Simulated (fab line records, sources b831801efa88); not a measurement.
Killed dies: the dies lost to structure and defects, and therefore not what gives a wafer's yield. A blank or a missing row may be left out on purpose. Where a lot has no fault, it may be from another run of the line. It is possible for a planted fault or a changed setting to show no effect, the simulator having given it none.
Which tool did it? / flow gf180mcu / Sampling: 13 lots, 39 wafers, 4 of 602 route steps

WHAT THE GAUGES READ, wafer by wafer
GF_VT_IMPLANT_OVL_MEAS_40. Usual: VT_IMPLANT_03_OVL 0.1 nm, standard deviation 1.4.
lot=L163; measured=day 7 09:43; on=overlay-01; VT_IMPLANT_03_OVL (nm)=0.8 1.5 2.8; flag=
lot=L164; measured=day 7 17:57; on=overlay-02; VT_IMPLANT_03_OVL (nm)=-0.5 0.7 -0.8; flag=
lot=L165; measured=day 7 21:10; on=overlay-01; VT_IMPLANT_03_OVL (nm)=-1.4 -0.9 -1.4; flag=
lot=L168; measured=day 9 01:16; on=overlay-01; VT_IMPLANT_03_OVL (nm)=-0.6 -0.3 -1.1; flag=
lot=L167; measured=day 9 02:20; on=overlay-01; VT_IMPLANT_03_OVL (nm)=1.0 0.6 1.3; flag=
lot=L173; measured=day 10 08:07; on=overlay-01; VT_IMPLANT_03_OVL (nm)=0.0 1.9 1.2; flag=
lot=L174; measured=day 10 13:37; on=overlay-02; VT_IMPLANT_03_OVL (nm)=-0.4 -1.6 0.5; flag=
lot=L175; measured=day 10 21:14; on=overlay-02; VT_IMPLANT_03_OVL (nm)=0.9 1.8 0.7; flag=
lot=L179; measured=day 11 22:53; on=overlay-02; VT_IMPLANT_03_OVL (nm)=0.2 1.1 0.4; flag=
lot=L183; measured=day 13 00:21; on=overlay-01; VT_IMPLANT_03_OVL (nm)=-0.2 0.0 0.4; flag=
lot=L184; measured=day 13 04:44; on=overlay-01; VT_IMPLANT_03_OVL (nm)=0.5 1.7 1.0; flag=
lot=L185; measured=day 13 12:43; on=overlay-02; VT_IMPLANT_03_OVL (nm)=1.7 1.3 2.0; flag=
lot=L186; measured=day 13 17:09; on=overlay-01; VT_IMPLANT_03_OVL (nm)=0.8 1.8 1.2; flag=

EACH LOT AND THE TOOL THAT RAN IT (in order: tool; ch and the chambers of the sampled wafers; start)
lot=L163; GF_MVSD_STRIP_10=plasma-asher-03 ch 0,1, day 4 09:47; GF_VT_IMPLANT_STRIP_20=plasma-asher-01 ch 0, day 6 03:47; GF_VT_IMPLANT_DEVELOP_39=litho-track-03 ch 0, day 7 09:35
lot=L164; GF_MVSD_STRIP_10=plasma-asher-02 ch 0,1, day 4 15:37; GF_VT_IMPLANT_STRIP_20=plasma-asher-04 ch 0,1, day 6 11:52; GF_VT_IMPLANT_DEVELOP_39=litho-track-02 ch 0, day 7 17:50
lot=L165; GF_MVSD_STRIP_10=plasma-asher-03 ch 0,1, day 4 18:53; GF_VT_IMPLANT_STRIP_20=plasma-asher-03 ch 0,1, day 6 14:28; GF_VT_IMPLANT_DEVELOP_39=litho-track-03 ch 0, day 7 21:03
lot=L168; GF_MVSD_STRIP_10=plasma-asher-03 ch 0,1, day 5 18:50; GF_VT_IMPLANT_STRIP_20=plasma-asher-01 ch 0,1, day 7 16:59; GF_VT_IMPLANT_DEVELOP_39=litho-track-01 ch 0, day 9 01:07
lot=L167; GF_MVSD_STRIP_10=plasma-asher-04 ch 0,1, day 5 20:47; GF_VT_IMPLANT_STRIP_20=plasma-asher-03 ch 0,1, day 7 18:26; GF_VT_IMPLANT_DEVELOP_39=litho-track-03 ch 0, day 9 02:09
lot=L173; GF_MVSD_STRIP_10=plasma-asher-03 ch 0,1, day 6 20:47; GF_VT_IMPLANT_STRIP_20=plasma-asher-04 ch 0,1, day 8 21:29; GF_VT_IMPLANT_DEVELOP_39=litho-track-03 ch 0, day 10 07:59
lot=L174; GF_MVSD_STRIP_10=plasma-asher-04 ch 0,1, day 7 03:14; GF_VT_IMPLANT_STRIP_20=plasma-asher-01 ch 0,1, day 9 02:29; GF_VT_IMPLANT_DEVELOP_39=litho-track-01 ch 0, day 10 13:28
lot=L175; GF_MVSD_STRIP_10=plasma-asher-03 ch 0,1, day 7 08:32; GF_VT_IMPLANT_STRIP_20=plasma-asher-04 ch 0,1, day 9 09:50; GF_VT_IMPLANT_DEVELOP_39=litho-track-02 ch 0, day 10 21:05
lot=L179; GF_MVSD_STRIP_10=plasma-asher-03 ch 0,1, day 8 05:38; GF_VT_IMPLANT_STRIP_20=plasma-asher-04 ch 0,1, day 10 10:20; GF_VT_IMPLANT_DEVELOP_39=litho-track-02 ch 0, day 11 22:44
lot=L183; GF_MVSD_STRIP_10=plasma-asher-02 ch 0, day 9 06:47; GF_VT_IMPLANT_STRIP_20=plasma-asher-01 ch 1, day 11 12:20; GF_VT_IMPLANT_DEVELOP_39=litho-track-03 ch 0, day 13 00:12
lot=L184; GF_MVSD_STRIP_10=plasma-asher-02 ch 0,1, day 9 10:38; GF_VT_IMPLANT_STRIP_20=plasma-asher-01 ch 0,1, day 11 16:02; GF_VT_IMPLANT_DEVELOP_39=litho-track-02 ch 0, day 13 04:35
lot=L185; GF_MVSD_STRIP_10=plasma-asher-04 ch 0,1, day 9 17:29; GF_VT_IMPLANT_STRIP_20=plasma-asher-01 ch 0,1, day 11 23:44; GF_VT_IMPLANT_DEVELOP_39=litho-track-03 ch 0, day 13 12:35
lot=L186; GF_MVSD_STRIP_10=plasma-asher-02 ch 0,1, day 9 21:52; GF_VT_IMPLANT_STRIP_20=plasma-asher-04 ch 0,1, day 12 04:20; GF_VT_IMPLANT_DEVELOP_39=litho-track-03 ch 0, day 13 17:00
- GF_MVSD_STRIP_10: strips in O2/N2.
- GF_VT_IMPLANT_STRIP_20: strips in O2/N2.
- GF_VT_IMPLANT_DEVELOP_39: develop time 60 s.

WHAT THE TOOLS THEMSELVES READ (means of the sampled wafers that have a number; where no wafer has one, the mark that the record gives instead)
GF_MVSD_STRIP_10. Usual: drypump-motor-current-A 5.63 A, standard deviation 0.16; heater-power-w 371 W, standard deviation 34; n2-flow-sccm 300.1 sccm, standard deviation 0.85; oes-product-au 0.722 a.u., standard deviation 0.0043; strip-time-to-endpoint-s 36.95 s, standard deviation 0.086.
lot=L163; tool=plasma-asher-03; drypump-motor-current-A (A)=5.63; heater-power-w (W)=372; n2-flow-sccm (sccm)=299.1; oes-product-au (a.u.)=0.723; strip-time-to-endpoint-s (s)=36.91; flag=
lot=L164; tool=plasma-asher-02; drypump-motor-current-A (A)=5.69; heater-power-w (W)=346; n2-flow-sccm (sccm)=299.5; oes-product-au (a.u.)=0.721; strip-time-to-endpoint-s (s)=36.86; flag=
lot=L165; tool=plasma-asher-03; drypump-motor-current-A (A)=5.69; heater-power-w (W)=375; n2-flow-sccm (sccm)=299.3; oes-product-au (a.u.)=0.721; strip-time-to-endpoint-s (s)=36.89; flag=
lot=L168; tool=plasma-asher-03; drypump-motor-current-A (A)=5.65; heater-power-w (W)=372; n2-flow-sccm (sccm)=300.3; oes-product-au (a.u.)=0.722; strip-time-to-endpoint-s (s)=37.09; flag=
lot=L167; tool=plasma-asher-04; drypump-motor-current-A (A)=5.50; heater-power-w (W)=381; n2-flow-sccm (sccm)=300.1; oes-product-au (a.u.)=0.719; strip-time-to-endpoint-s (s)=36.92; flag=
lot=L173; tool=plasma-asher-03; drypump-motor-current-A (A)=5.69; heater-power-w (W)=371; n2-flow-sccm (sccm)=298.8; oes-product-au (a.u.)=0.724; strip-time-to-endpoint-s (s)=36.85; flag=
lot=L174; tool=plasma-asher-04; drypump-motor-current-A (A)=5.49; heater-power-w (W)=389; n2-flow-sccm (sccm)=300.3; oes-product-au (a.u.)=0.719; strip-time-to-endpoint-s (s)=36.98; flag=
lot=L175; tool=plasma-asher-03; drypump-motor-current-A (A)=5.63; heater-power-w (W)=371; n2-flow-sccm (sccm)=300.2; oes-product-au (a.u.)=0.724; strip-time-to-endpoint-s (s)=36.95; flag=
lot=L179; tool=plasma-asher-03; drypump-motor-current-A (A)=5.64; heater-power-w (W)=367; n2-flow-sccm (sccm)=300.7; oes-product-au (a.u.)=0.724; strip-time-to-endpoint-s (s)=37.00; flag=
lot=L183; tool=plasma-asher-02; drypump-motor-current-A (A)=5.96; heater-power-w (W)=326; n2-flow-sccm (sccm)=300.4; oes-product-au (a.u.)=0.723; strip-time-to-endpoint-s (s)=36.98; flag=
lot=L184; tool=plasma-asher-02; drypump-motor-current-A (A)=5.85; heater-power-w (W)=330; n2-flow-sccm (sccm)=300.3; oes-product-au (a.u.)=0.721; strip-time-to-endpoint-s (s)=36.94; flag=
lot=L185; tool=plasma-asher-04; drypump-motor-current-A (A)=5.52; heater-power-w (W)=416; n2-flow-sccm (sccm)=300.3; oes-product-au (a.u.)=0.725; strip-time-to-endpoint-s (s)=36.96; flag=
lot=L186; tool=plasma-asher-02; drypump-motor-current-A (A)=5.70; heater-power-w (W)=333; n2-flow-sccm (sccm)=299.8; oes-product-au (a.u.)=0.721; strip-time-to-endpoint-s (s)=36.88; flag=

GF_VT_IMPLANT_STRIP_20. Usual: drypump-motor-current-A 5.46 A, standard deviation 0.16; heater-power-w 364 W, standard deviation 40; n2-flow-sccm 300.0 sccm, standard deviation 0.9; oes-product-au 0.716 a.u., standard deviation 0.0045; strip-time-to-endpoint-s 12.623 s, standard deviation 0.028.
lot=L163; tool=plasma-asher-01; drypump-motor-current-A (A)=5.25; heater-power-w (W)=345; n2-flow-sccm (sccm)=300.9; oes-product-au (a.u.)=0.715; strip-time-to-endpoint-s (s)=12.658; flag=
lot=L164; tool=plasma-asher-04; drypump-motor-current-A (A)=5.49; heater-power-w (W)=379; n2-flow-sccm (sccm)=299.9; oes-product-au (a.u.)=0.713; strip-time-to-endpoint-s (s)=12.629; flag=
lot=L165; tool=plasma-asher-03; drypump-motor-current-A (A)=5.70; heater-power-w (W)=369; n2-flow-sccm (sccm)=300.0; oes-product-au (a.u.)=0.715; strip-time-to-endpoint-s (s)=12.663; flag=
lot=L168; tool=plasma-asher-01; drypump-motor-current-A (A)=5.27; heater-power-w (W)=338; n2-flow-sccm (sccm)=300.0; oes-product-au (a.u.)=0.716; strip-time-to-endpoint-s (s)=12.613; flag=
lot=L167; tool=plasma-asher-03; drypump-motor-current-A (A)=5.70; heater-power-w (W)=365; n2-flow-sccm (sccm)=300.0; oes-product-au (a.u.)=0.717; strip-time-to-endpoint-s (s)=12.599; flag=
lot=L173; tool=plasma-asher-04; drypump-motor-current-A (A)=5.51; heater-power-w (W)=410; n2-flow-sccm (sccm)=299.7; oes-product-au (a.u.)=0.719; strip-time-to-endpoint-s (s)=12.595; flag=
lot=L174; tool=plasma-asher-01; drypump-motor-current-A (A)=5.30; heater-power-w (W)=332; n2-flow-sccm (sccm)=300.4; oes-product-au (a.u.)=0.714; strip-time-to-endpoint-s (s)=12.624; flag=
lot=L175; tool=plasma-asher-04; drypump-motor-current-A (A)=5.50; heater-power-w (W)=410; n2-flow-sccm (sccm)=299.4; oes-product-au (a.u.)=0.716; strip-time-to-endpoint-s (s)=12.647; flag=
lot=L179; tool=plasma-asher-04; drypump-motor-current-A (A)=5.50; heater-power-w (W)=407; n2-flow-sccm (sccm)=300.0; oes-product-au (a.u.)=0.719; strip-time-to-endpoint-s (s)=12.598; flag=
lot=L183; tool=plasma-asher-01; drypump-motor-current-A (A)=5.31; heater-power-w (W)=303; n2-flow-sccm (sccm)=300.9; oes-product-au (a.u.)=0.714; strip-time-to-endpoint-s (s)=12.613; flag=
lot=L184; tool=plasma-asher-01; drypump-motor-current-A (A)=5.27; heater-power-w (W)=331; n2-flow-sccm (sccm)=300.8; oes-product-au (a.u.)=0.716; strip-time-to-endpoint-s (s)=12.626; flag=
lot=L185; tool=plasma-asher-01; drypump-motor-current-A (A)=5.26; heater-power-w (W)=333; n2-flow-sccm (sccm)=299.4; oes-product-au (a.u.)=0.711; strip-time-to-endpoint-s (s)=12.612; flag=
lot=L186; tool=plasma-asher-04; drypump-motor-current-A (A)=5.49; heater-power-w (W)=411; n2-flow-sccm (sccm)=300.0; oes-product-au (a.u.)=0.720; strip-time-to-endpoint-s (s)=12.644; flag=

GF_VT_IMPLANT_DEVELOP_39. Usual: 23.01 C for developer-temp-C, sd 0.12.
lot=L163; tool=litho-track-03; developer-temp-C (C)=22.97; flag=
lot=L164; tool=litho-track-02; developer-temp-C (C)=23.00; flag=
lot=L165; tool=litho-track-03; developer-temp-C (C)=23.02; flag=
lot=L168; tool=litho-track-01; developer-temp-C (C)=22.97; flag=
lot=L167; tool=litho-track-03; developer-temp-C (C)=21.92; flag=OFF
lot=L173; tool=litho-track-03; developer-temp-C (C)=22.17; flag=OFF
lot=L174; tool=litho-track-01; developer-temp-C (C)=22.78; flag=
lot=L175; tool=litho-track-02; developer-temp-C (C)=22.88; flag=
lot=L179; tool=litho-track-02; developer-temp-C (C)=23.06; flag=
lot=L183; tool=litho-track-03; developer-temp-C (C)=22.99; flag=
lot=L184; tool=litho-track-02; developer-temp-C (C)=23.08; flag=
lot=L185; tool=litho-track-03; developer-temp-C (C)=23.03; flag=
lot=L186; tool=litho-track-03; developer-temp-C (C)=22.87; flag=

THE ANSWER, worked out from the rows above alone
Rule: a lot is off if the mean of its wafers that have a number lies more than 3 standard deviations from the usual mean. A lot without any number at a reading at which 4 lots or more have one is off too. Where the step has rows for the other lots, those lots are counted as sound. The gauges are gone through in route order, then the tools' own readings, and for those a lot's mean is taken as printed above. The first step at which some lot is off is used, and at that step the reading that is off furthest; a lot without a number counts as furthest.
Off at GF_VT_IMPLANT_DEVELOP_39 (developer-temp-C): L167, L173.
If a tool, at that step or one of the process steps before it, ran each lot that is off and ran no sound lot following the first of them, it fits. No candidate that was tried fits.

WHAT THE SIMULATOR PUT IN
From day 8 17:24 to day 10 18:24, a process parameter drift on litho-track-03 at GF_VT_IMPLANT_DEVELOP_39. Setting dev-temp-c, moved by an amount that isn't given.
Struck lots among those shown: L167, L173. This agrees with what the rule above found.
